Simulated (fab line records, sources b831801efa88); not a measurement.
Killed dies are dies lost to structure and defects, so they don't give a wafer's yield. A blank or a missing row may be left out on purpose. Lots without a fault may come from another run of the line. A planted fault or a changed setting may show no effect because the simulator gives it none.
One fault seen from 2 desks | flow sfq_line | each desk has only its own numbers; what lay behind them comes last

THE METROLOGY DESK
What the gauges read, lot by lot, whatever tool the lot ran on: means of the sampled wafers that have a number. A lot is out of limits, marked OUT, if its mean lies more than 4 standard deviations from the usual mean; the brackets give that distance.
Columns: A = M4_OVL at SFQ_M4_OVL_MEAS_926, usual -3 nm; B = M5_OVL at SFQ_M5_OVL_MEAS_932, usual 0 nm
lot  | first seen here | A   | B
L885 | day 45 00:37    | -10 | -2
L886 | day 45 06:36    | -1  | 2
L887 | day 45 11:24    | 3   | 1
L888 | day 46 00:37    | -7  | -3
L890 | day 48 01:58    | -3  | -1
L894 | day 49 01:57    | -6  | 136 (+25) OUT
L895 | day 53 11:03    | 6   | 146 (+27) OUT
L900 | day 56 11:35    | 2   | -1
L901 | day 56 15:54    | -9  | -2
L903 | day 56 20:41    | -3  | 5
L904 | day 57 01:29    | -15 | 5
L906 | day 57 15:54    | -4  | -0
L907 | day 58 03:31    | -7  | -2
L908 | day 59 03:31    | -5  | 1
This desk's finding: out of limits on L894, L895; first on L894, day 55 18:50 (M5_OVL at SFQ_M5_OVL_MEAS_932). In limits: L885, L886, L887, L888, L890, L900, L901, L903, L904, L906, L907, L908.

THE TOOL OWNER'S DESK: krf_scanner-01
The tool's own readings at SFQ_TRILAYER_M5_LITHO_EXPOSE_124 (exposes mask M5, target cd 700 nm): means of the sampled wafers that have a number, for each lot that ran on this tool. A lot is out of limits, marked OUT, if its mean lies more than 4 standard deviations from the usual mean; the brackets give that distance.
Columns: A = stage_vel_mm_s at SFQ_TRILAYER_M5_LITHO_EXPOSE_124, usual 500.00 mm/s
lot  | first seen here | A
L885 | day 52 07:16    | 499.96
L886 | day 52 08:16    | 499.98
L887 | day 52 09:28    | 499.91
L888 | day 52 10:52    | 499.97
L894 | day 55 17:20    | 500.11
L895 | day 55 18:32    | 499.89
This desk's finding: nothing out of limits on any of the 6 lots.

PUT TOGETHER
The metrology desk could have raised an alarm at day 55 18:50, on L894, L895.
The tool owner's desk saw nothing out of limits.
The tool owner's desk has L894, L895 on record, within its limits.
Of the lots named, all ran SFQ_TRILAYER_M5_LITHO_EXPOSE_124 on krf_scanner-01.

WHAT THE SIMULATOR HAD PUT IN
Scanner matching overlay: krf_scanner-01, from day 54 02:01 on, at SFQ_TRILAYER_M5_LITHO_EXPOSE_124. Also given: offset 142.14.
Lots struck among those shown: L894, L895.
Hours from the fault's start to each desk's first reading out of limits: the metrology desk, 41.
